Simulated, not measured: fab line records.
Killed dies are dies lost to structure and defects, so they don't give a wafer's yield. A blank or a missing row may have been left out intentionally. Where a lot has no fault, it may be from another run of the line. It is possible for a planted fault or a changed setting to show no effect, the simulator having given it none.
fab line records :: flow sky130
[record]
  lots = 6
  wafers = 18
  last_day = 49
route steps=708 shown NWELL@34 DNWELL@35 PWDE@45 PAD_OPEN@708
lots that met no fault: taken from a fault-free run of the same line
start_h: start of the lot's first displayed wafer, in hours after the record's first day :: wait_h: hours since the lot's step before :: " repeats the value in the row above :: L1.1+2: a row that stands for several wafers :: - no value, or no start was given :: * or withheld: withheld :: < > ~ a bound
route shown NAME@n: names a module that has steps shown in the file, with the first one's number in the route :: usual: mean/standard deviation taken from wafers without a fault :: same: alike in all rows :: chamber/n: place in a boat :: sites: each site's reading :: _std_site: standard deviation across them :: _edge_site: mean of outer sites minus mean of inner sites :: radius_mm: how far each site lies from the wafer's centre :: mask NAME#n: copy n :: behind: the last tool/chamber to shape the wafer :: hold: what put the lot on hold/how long, in hours/how the hold closed :: device: which transistor (n, p or np) failed to switch :: end of line: tests of these same wafers at the route's end :: for a step that has no rows: nothing shown but its recipe :: killed: dies that structure and defects cost at the first sort, which is not the same as the wafer's yield :: map: per-die view of a wafer (x killed, . not killed, _ where there is no die)
set.NAME: the setting that was run; set.NAME@STEP: the one run at that earlier step :: model.NAME: the simulator's own value behind a step, which no gauge read
lots at selected steps of the route; one table per step, one row per wafer
services: when a tool's chamber went out of use (start_h, in hours from the record's first day, below 0 if earlier), for how many hours, and the reason
[[steps]]
[step SKY_NWELL_THK_MEAS_02]
[recipe]
  reads = SiO2_of_NWELL_OXIDATION_01
[usual]
  NWELL_OXIDATION_THK = 10.00/0.19
lot.wafer: L389.2
tool: film_metro-04
chamber: -
start_h: 43.19
wait_h: 0.0
NWELL_OXIDATION_THK[nm]: 10.44

lot.wafer: L389.4
tool: film_metro-04
chamber: -
start_h: 43.19
wait_h: 0.0
NWELL_OXIDATION_THK[nm]: 10.41

lot.wafer: L389.6
tool: film_metro-04
chamber: -
start_h: 43.19
wait_h: 0.0
NWELL_OXIDATION_THK[nm]: 10.37

lot.wafer: L392.2
tool: film_metro-02
chamber: -
start_h: 66.26
wait_h: 0.0
NWELL_OXIDATION_THK[nm]: 9.81

lot.wafer: L392.3
tool: film_metro-02
chamber: -
start_h: 66.26
wait_h: 0.0
NWELL_OXIDATION_THK[nm]: 9.99

lot.wafer: L392.6
tool: film_metro-02
chamber: -
start_h: 66.26
wait_h: 0.0
NWELL_OXIDATION_THK[nm]: 9.87

lot.wafer: L402.3
tool: film_metro-04
chamber: -
start_h: 124.65
wait_h: 0.0
NWELL_OXIDATION_THK[nm]: 10.06

lot.wafer: L402.4
tool: film_metro-04
chamber: -
start_h: 124.65
wait_h: 0.0
NWELL_OXIDATION_THK[nm]: 10.10

lot.wafer: L402.5
tool: film_metro-04
chamber: -
start_h: 124.65
wait_h: 0.0
NWELL_OXIDATION_THK[nm]: 10.02

lot.wafer: L404.1
tool: film_metro-02
chamber: -
start_h: 130.29
wait_h: 0.0
NWELL_OXIDATION_THK[nm]: 9.94

lot.wafer: L404.2
tool: film_metro-02
chamber: -
start_h: 130.29
wait_h: 0.0
NWELL_OXIDATION_THK[nm]: 9.99

lot.wafer: L404.6
tool: film_metro-02
chamber: -
start_h: 130.29
wait_h: 0.0
NWELL_OXIDATION_THK[nm]: 9.97

lot.wafer: L403.3
tool: film_metro-04
chamber: -
start_h: 130.31
wait_h: 0.0
NWELL_OXIDATION_THK[nm]: 10.18

lot.wafer: L403.5
tool: film_metro-04
chamber: -
start_h: 130.31
wait_h: 0.0
NWELL_OXIDATION_THK[nm]: 10.26

lot.wafer: L403.6
tool: film_metro-04
chamber: -
start_h: 130.31
wait_h: 0.0
NWELL_OXIDATION_THK[nm]: 10.06

lot.wafer: L406.1
tool: film_metro-04
chamber: -
start_h: 138.27
wait_h: 0.0
NWELL_OXIDATION_THK[nm]: 10.39

lot.wafer: L406.5
tool: film_metro-04
chamber: -
start_h: 138.27
wait_h: 0.0
NWELL_OXIDATION_THK[nm]: 10.51

lot.wafer: L406.6
tool: film_metro-04
chamber: -
start_h: 138.27
wait_h: 0.0
NWELL_OXIDATION_THK[nm]: 10.37
[step SKY_DNWELL_DEHYDRATE_00]
[recipe]
  temp_c = 200
  time_s = 60
[step SKY_DNWELL_HMDS_01]
[recipe]
  prime_time_s = 60
  prime_temp_c = 120
[step SKY_DNWELL_COAT_02]
[recipe]
  spin_rpm = 2000
  resist_thk_nm = 3000
[step SKY_DNWELL_SOFTBAKE_03]
[recipe]
  temp_c = 110
  time_s = withheld
[step SKY_DNWELL_EXPOSE_04]
[recipe]
  mask_id = DNM
  na = 0.57
  target_cd_nm = 3000
  dose_mj = 222
[step SKY_DNWELL_PEB_05]
[recipe]
  temp_c = 115
  time_s = withheld
[step SKY_DNWELL_DEVELOP_06]
[recipe]
  wall_angle_deg = 90
  developer = TMAH
  develop_time_s = 60
  dev_temp_c = 23
[step SKY_DNWELL_IMPLANT_07]
[recipe]
  species = P
  energy_kev = withheld
  dose_cm2 = withheld
  tilt_deg = withheld
[step SKY_DNWELL_STRIP_08]
[recipe]
  chemistry = O2/N2
  power_w = 1400
  pressure_mtorr = 1500
  platen_temp_c = withheld
  o2_flow_sccm = 3000
  n2_flow_sccm = 311
  overash_fraction = 0.5
[usual]
  chamber_pressure_mTorr = 1500.3/1.4
  drypump_motor_current_A = 5.4/0.38
  oes_product_au = 0.722/0.0049
  strip_time_to_endpoint_s = 36.93/0.13
lot.wafer: L389.2
tool: plasma_asher-04
chamber: 0
start_h: 59.67
wait_h: 0.1
chamber_pressure_mTorr: 1498.2
drypump_motor_current_A: 5.8
oes_product_au: 0.722
rf_hours_counter_h: 36
strip_time_to_endpoint_s: 36.83

lot.wafer: L389.4
tool: plasma_asher-04
chamber: 0
start_h: 59.67
wait_h: 0.1
chamber_pressure_mTorr: 1501.8
drypump_motor_current_A: 5.8
oes_product_au: 0.726
rf_hours_counter_h: -
strip_time_to_endpoint_s: 36.79

lot.wafer: L389.6
tool: plasma_asher-04
chamber: 1
start_h: 59.67
wait_h: 0.1
chamber_pressure_mTorr: 1499.0
drypump_motor_current_A: 5.2
oes_product_au: 0.713
rf_hours_counter_h: -
strip_time_to_endpoint_s: 36.77

lot.wafer: L392.2
tool: plasma_asher-01
chamber: 0
start_h: 81.42
wait_h: 0.1
chamber_pressure_mTorr: 1500.1
drypump_motor_current_A: 4.9
oes_product_au: 0.732
rf_hours_counter_h: 42
strip_time_to_endpoint_s: 36.92

lot.wafer: L392.3
tool: plasma_asher-01
chamber: 1
start_h: 81.42
wait_h: 0.1
chamber_pressure_mTorr: 1501.5
drypump_motor_current_A: 5.7
oes_product_au: 0.729
rf_hours_counter_h: -
strip_time_to_endpoint_s: 36.89

lot.wafer: L392.6
tool: plasma_asher-01
chamber: 1
start_h: 81.42
wait_h: 0.1
chamber_pressure_mTorr: 1501.7
drypump_motor_current_A: 5.7
oes_product_au: 0.728
rf_hours_counter_h: -
strip_time_to_endpoint_s: 36.75

lot.wafer: L402.3
tool: plasma_asher-01
chamber: 1
start_h: 142.84
wait_h: 0.1
chamber_pressure_mTorr: 1501.2
drypump_motor_current_A: 5.7
oes_product_au: 0.723
rf_hours_counter_h: -
strip_time_to_endpoint_s: 37.01

lot.wafer: L402.4
tool: plasma_asher-01
chamber: 0
start_h: 142.84
wait_h: 0.1
chamber_pressure_mTorr: 1501.5
drypump_motor_current_A: 4.9
oes_product_au: 0.716
rf_hours_counter_h: -
strip_time_to_endpoint_s: 36.89

lot.wafer: L402.5
tool: plasma_asher-01
chamber: 1
start_h: 142.84
wait_h: 0.1
chamber_pressure_mTorr: 1499.2
drypump_motor_current_A: 5.7
oes_product_au: 0.716
rf_hours_counter_h: -
strip_time_to_endpoint_s: 36.89

lot.wafer: L404.1
tool: plasma_asher-01
chamber: 1
start_h: 148.36
wait_h: 0.1
chamber_pressure_mTorr: 1499.9
drypump_motor_current_A: 5.7
oes_product_au: 0.731
rf_hours_counter_h: 3
strip_time_to_endpoint_s: 36.93

lot.wafer: L404.2
tool: plasma_asher-01
chamber: 0
start_h: 148.36
wait_h: 0.1
chamber_pressure_mTorr: 1501.2
drypump_motor_current_A: 4.9
oes_product_au: 0.721
rf_hours_counter_h: 3
strip_time_to_endpoint_s: 36.91

lot.wafer: L404.6
tool: plasma_asher-01
chamber: 1
start_h: 148.36
wait_h: 0.1
chamber_pressure_mTorr: 1501.4
drypump_motor_current_A: 5.7
oes_product_au: 0.714
rf_hours_counter_h: -
strip_time_to_endpoint_s: 36.84

lot.wafer: L403.3
tool: plasma_asher-04
chamber: 1
start_h: 148.90
wait_h: 0.1
chamber_pressure_mTorr: 1497.9
drypump_motor_current_A: 5.2
oes_product_au: 0.724
rf_hours_counter_h: -
strip_time_to_endpoint_s: 36.76

lot.wafer: L403.5
tool: plasma_asher-04
chamber: 0
start_h: 148.90
wait_h: 0.1
chamber_pressure_mTorr: 1500.8
drypump_motor_current_A: 5.7
oes_product_au: 0.719
rf_hours_counter_h: -
strip_time_to_endpoint_s: 36.76

lot.wafer: L403.6
tool: plasma_asher-04
chamber: 1
start_h: 148.90
wait_h: 0.1
chamber_pressure_mTorr: 1499.6
drypump_motor_current_A: 5.2
oes_product_au: 0.717
rf_hours_counter_h: -
strip_time_to_endpoint_s: 36.71

lot.wafer: L406.1
tool: plasma_asher-01
chamber: 0
start_h: 157.27
wait_h: 0.1
chamber_pressure_mTorr: 1501.0
drypump_motor_current_A: 4.9
oes_product_au: 0.723
rf_hours_counter_h: 4
strip_time_to_endpoint_s: 37.13

lot.wafer: L406.5
tool: plasma_asher-01
chamber: 1
start_h: 157.27
wait_h: 0.1
chamber_pressure_mTorr: 1499.9
drypump_motor_current_A: 5.7
oes_product_au: 0.728
rf_hours_counter_h: -
strip_time_to_endpoint_s: 37.23

lot.wafer: L406.6
tool: plasma_asher-01
chamber: 0
start_h: 157.27
wait_h: 0.1
chamber_pressure_mTorr: 1501.8
drypump_motor_current_A: 4.9
oes_product_au: 0.719
rf_hours_counter_h: -
strip_time_to_endpoint_s: 37.14
[step SKY_DNWELL_TW_MEAS_09]
[usual]
  DNWELL_TW = 1109/7.8
lot.wafer: L389.2
tool: film_metro-04
chamber: -
start_h: 59.78
wait_h: 0.1
DNWELL_TW: 1115

lot.wafer: L389.4
tool: film_metro-04
chamber: -
start_h: 59.78
wait_h: 0.1
DNWELL_TW: 1119

lot.wafer: L389.6
tool: film_metro-04
chamber: -
start_h: 59.78
wait_h: 0.1
DNWELL_TW: 1119

lot.wafer: L392.2
tool: film_metro-02
chamber: -
start_h: 81.53
wait_h: 0.1
DNWELL_TW: 1106

lot.wafer: L392.3
tool: film_metro-02
chamber: -
start_h: 81.53
wait_h: 0.1
DNWELL_TW: 1109

lot.wafer: L392.6
tool: film_metro-02
chamber: -
start_h: 81.53
wait_h: 0.1
DNWELL_TW: 1106

lot.wafer: L402.3
tool: film_metro-01
chamber: -
start_h: 142.93
wait_h: 0.1
DNWELL_TW: 1097

lot.wafer: L402.4
tool: film_metro-01
chamber: -
start_h: 142.93
wait_h: 0.1
DNWELL_TW: 1096

lot.wafer: L402.5
tool: film_metro-01
chamber: -
start_h: 142.93
wait_h: 0.1
DNWELL_TW: 1099

lot.wafer: L404.1
tool: film_metro-01
chamber: -
start_h: 148.46
wait_h: 0.1
DNWELL_TW: 1100

lot.wafer: L404.2
tool: film_metro-01
chamber: -
start_h: 148.46
wait_h: 0.1
DNWELL_TW: 1097

lot.wafer: L404.6
tool: film_metro-01
chamber: -
start_h: 148.46
wait_h: 0.1
DNWELL_TW: 1105

lot.wafer: L403.3
tool: film_metro-01
chamber: -
start_h: 148.99
wait_h: 0.1
DNWELL_TW: 1105

lot.wafer: L403.5
tool: film_metro-01
chamber: -
start_h: 148.99
wait_h: 0.1
DNWELL_TW: 1108

lot.wafer: L403.6
tool: film_metro-01
chamber: -
start_h: 148.99
wait_h: 0.1
DNWELL_TW: 1105

lot.wafer: L406.1
tool: film_metro-02
chamber: -
start_h: 157.37
wait_h: 0.1
DNWELL_TW: 1116

lot.wafer: L406.5
tool: film_metro-02
chamber: -
start_h: 157.37
wait_h: 0.1
DNWELL_TW: 1115

lot.wafer: L406.6
tool: film_metro-02
chamber: -
start_h: 157.37
wait_h: 0.1
DNWELL_TW: 1117
[step SKY_PWDE_DEHYDRATE_00]
[recipe]
  temp_c = 200
  time_s = 60
[step SKY_PWDE_HMDS_01]
[recipe]
  prime_time_s = 60
  prime_temp_c = 120
[usual]
  prime_temp_c = 120.02/0.13
lot.wafer: L389.2
tool: litho_track-03
chamber: 0
start_h: 67.49
wait_h: 0.1
prime_temp_c: 119.96

lot.wafer: L389.4
tool: litho_track-03
chamber: 0
start_h: 67.49
wait_h: 0.1
prime_temp_c: 120.02

lot.wafer: L389.6
tool: litho_track-03
chamber: 0
start_h: 67.49
wait_h: 0.1
prime_temp_c: 120.08

lot.wafer: L392.2
tool: litho_track-04
chamber: 0
start_h: 88.72
wait_h: 0.1
prime_temp_c: 119.84

lot.wafer: L392.3
tool: litho_track-04
chamber: 0
start_h: 88.72
wait_h: 0.1
prime_temp_c: 119.77

lot.wafer: L392.6
tool: litho_track-04
chamber: 0
start_h: 88.72
wait_h: 0.1
prime_temp_c: 119.84

lot.wafer: L402.3
tool: litho_track-03
chamber: 0
start_h: 152.66
wait_h: 0.1
prime_temp_c: 113.82

lot.wafer: L402.4
tool: litho_track-03
chamber: 0
start_h: 152.66
wait_h: 0.1
prime_temp_c: 113.91

lot.wafer: L402.5
tool: litho_track-03
chamber: 0
start_h: 152.66
wait_h: 0.1
prime_temp_c: 114.03

lot.wafer: L404.1
tool: litho_track-03
chamber: 0
start_h: 157.46
wait_h: 0.1
prime_temp_c: 113.79

lot.wafer: L404.2
tool: litho_track-03
chamber: 0
start_h: 157.46
wait_h: 0.1
prime_temp_c: 113.85

lot.wafer: L404.6
tool: litho_track-03
chamber: 0
start_h: 157.46
wait_h: 0.1
prime_temp_c: 113.87

lot.wafer: L403.3
tool: litho_track-04
chamber: 0
start_h: 158.14
wait_h: 0.1
prime_temp_c: 120.15

lot.wafer: L403.5
tool: litho_track-04
chamber: 0
start_h: 158.14
wait_h: 0.1
prime_temp_c: 120.32

lot.wafer: L403.6
tool: litho_track-04
chamber: 0
start_h: 158.14
wait_h: 0.1
prime_temp_c: 120.08

lot.wafer: L406.1
tool: litho_track-01
chamber: 0
start_h: 167.48
wait_h: 0.1
prime_temp_c: 119.93

lot.wafer: L406.5
tool: litho_track-01
chamber: 0
start_h: 167.48
wait_h: 0.1
prime_temp_c: 119.80

lot.wafer: L406.6
tool: litho_track-01
chamber: 0
start_h: 167.48
wait_h: 0.1
prime_temp_c: 119.89
[step SKY_PWDE_COAT_02]
[recipe]
  spin_rpm = 2000
  resist_thk_nm = 3000
[step SKY_PAD_OPEN_PROBE_99]
[usual]
  killed_at_M0_to_M3 = 44/6.2
  killed_at_M4_up = 3.3/1.8
  killed_at_contacts = 25/5.8
  killed_at_front_end = 15/4
  killed_at_other = 0.3/0.49
  killed_dies = 88/8.8
  killed_open = 48/6.5
  killed_short = 39/6.3
[same]
  gross_dies = 492
  killed_at_back_side = 0
lot.wafer: L392.2
tool: prober-02
chamber: -
start_h: 1101.48
wait_h: 0.1
killed_at_M0_to_M3: 50
killed_at_M4_up: 6
killed_at_contacts: 24
killed_at_front_end: 18
killed_at_other: 0
killed_dies: 98
killed_open: 50
killed_short: 48

lot.wafer: L392.3
tool: prober-02
chamber: -
start_h: 1101.53
wait_h: 0.2
killed_at_M0_to_M3: 52
killed_at_M4_up: 2
killed_at_contacts: 35
killed_at_front_end: 21
killed_at_other: 1
killed_dies: 111
killed_open: 60
killed_short: 51

lot.wafer: L392.6
tool: prober-02
chamber: -
start_h: 1101.68
wait_h: 0.2
killed_at_M0_to_M3: 38
killed_at_M4_up: 5
killed_at_contacts: 14
killed_at_front_end: 15
killed_at_other: 2
killed_dies: 74
killed_open: 43
killed_short: 31

lot.wafer: L404.1
tool: prober-02
chamber: -
start_h: 1182.67
wait_h: 0.1
killed_at_M0_to_M3: 49
killed_at_M4_up: 2
killed_at_contacts: 24
killed_at_front_end: 11
killed_at_other: 1
killed_dies: 87
killed_open: 48
killed_short: 39

lot.wafer: L404.2
tool: prober-02
chamber: -
start_h: 1182.72
wait_h: 0.1
killed_at_M0_to_M3: 46
killed_at_M4_up: 5
killed_at_contacts: 23
killed_at_front_end: 23
killed_at_other: 1
killed_dies: 98
killed_open: 60
killed_short: 35

lot.wafer: L404.6
tool: prober-02
chamber: -
start_h: 1182.92
wait_h: 0.2
killed_at_M0_to_M3: 43
killed_at_M4_up: 3
killed_at_contacts: 26
killed_at_front_end: 10
killed_at_other: 0
killed_dies: 82
killed_open: 42
killed_short: 39
// killed by level:class
L392.2 CONTACT:geometric_particle:open=9 METAL1:geometric_particle:short=9 VIA1:geometric_particle:open=8 VIA2:geometric_particle:open=7 CONTACT:geometric_particle:short=6 VIA3:geometric_particle:open=6 LI_CONTACT:geometric_particle:open=5 METAL4:geometric_particle:short=5
L392.3 CONTACT:geometric_particle:open=14 VIA1:geometric_particle:short=10 LI_CONTACT:geometric_particle:open=9 VIA1:geometric_particle:open=8 METAL2:geometric_particle:short=8 POLY_GATE:geometric_particle:open=7 METAL1:geometric_particle:short=7 VIA3:geometric_particle:open=7
L392.6 VIA2:geometric_particle:open=7 VIA1:geometric_particle:open=6 LOCAL_INTERCONNECT:geometric_particle:short=5 CONTACT:geometric_particle:open=5 METAL2:geometric_particle:open=5 FIELD_ISO:geometric_particle:open=4 METAL1:geometric_particle:short=4 POLY_GATE:geometric_particle:open=3
L404.1 VIA1:geometric_particle:open=16 CONTACT:geometric_particle:open=9 VIA2:geometric_particle:open=7 METAL1:geometric_particle:short=7 METAL2:geometric_particle:short=6 CONTACT:geometric_particle:short=5 LOCAL_INTERCONNECT:geometric_particle:short=5 POLY_GATE:geometric_particle:short=4
L404.2 VIA2:geometric_particle:open=10 VIA3:geometric_particle:open=10 CONTACT:geometric_particle:open=9 FIELD_ISO:geometric_particle:open=7 POLY_GATE:geometric_particle:open=7 METAL2:geometric_particle:short=6 LI_CONTACT:geometric_particle:open=6 VIA1:geometric_particle:open=6
L404.6 LI_CONTACT:geometric_particle:open=10 VIA3:geometric_particle:open=9 CONTACT:geometric_particle:open=7 CONTACT:geometric_particle:short=6 VIA2:geometric_particle:short=5 VIA1:geometric_particle:short=5 METAL1:geometric_particle:short=4 VIA1:geometric_particle:open=4
[[services]]
tool: plasma_asher-04
chamber: -
start_h: 49.02
hours: 0.7
kind: repair

tool: litho_track-03
chamber: -
start_h: 108.27
hours: -
kind: consumable_replace:filter

tool: plasma_asher-01
chamber: -
start_h: 108.75
hours: 9.0
kind: pm

tool: plasma_asher-01
chamber: 0
start_h: 108.75
hours: 9.0
kind: vent_cycle

tool: plasma_asher-01
chamber: 1
start_h: 108.75
hours: 9.0
kind: vent_cycle

tool: plasma_asher-01
chamber: 0
start_h: 117.75
hours: -
kind: clean

tool: plasma_asher-01
chamber: 1
start_h: 117.75
hours: -
kind: clean
[[key]]
[first_sign]
  step = SKY_PWDE_HMDS_01
  reading = prime_temp_c
  direction = down
  sigmas = 46
  usual = *
  struck = *
effect none on later readings
met_at SKY_PWDE_HMDS_01
struck_wafers L402.3,L402.4,L402.5,L404.1,L404.2,L404.6
tester_left_out L402,L404
onset_between 67.49 152.66
[fault]
  kind = process_parameter_drift
  tool = litho_track-03
  chamber = -
  onset_h = 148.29
  steps = SKY_PWDE_HMDS_01
  channel = prime_temp_c
  offset = *
  shape = step
  end_h = 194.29
  acts_in = *
  stated = *
// tester_left_out: of these lots the tester's yield and bins aren't shown, on N5 and GAA mostly nor the transistor test; their killed dies are dies lost to structure and defects alone, not to doping, threshold or leakage, so they don't give the yield
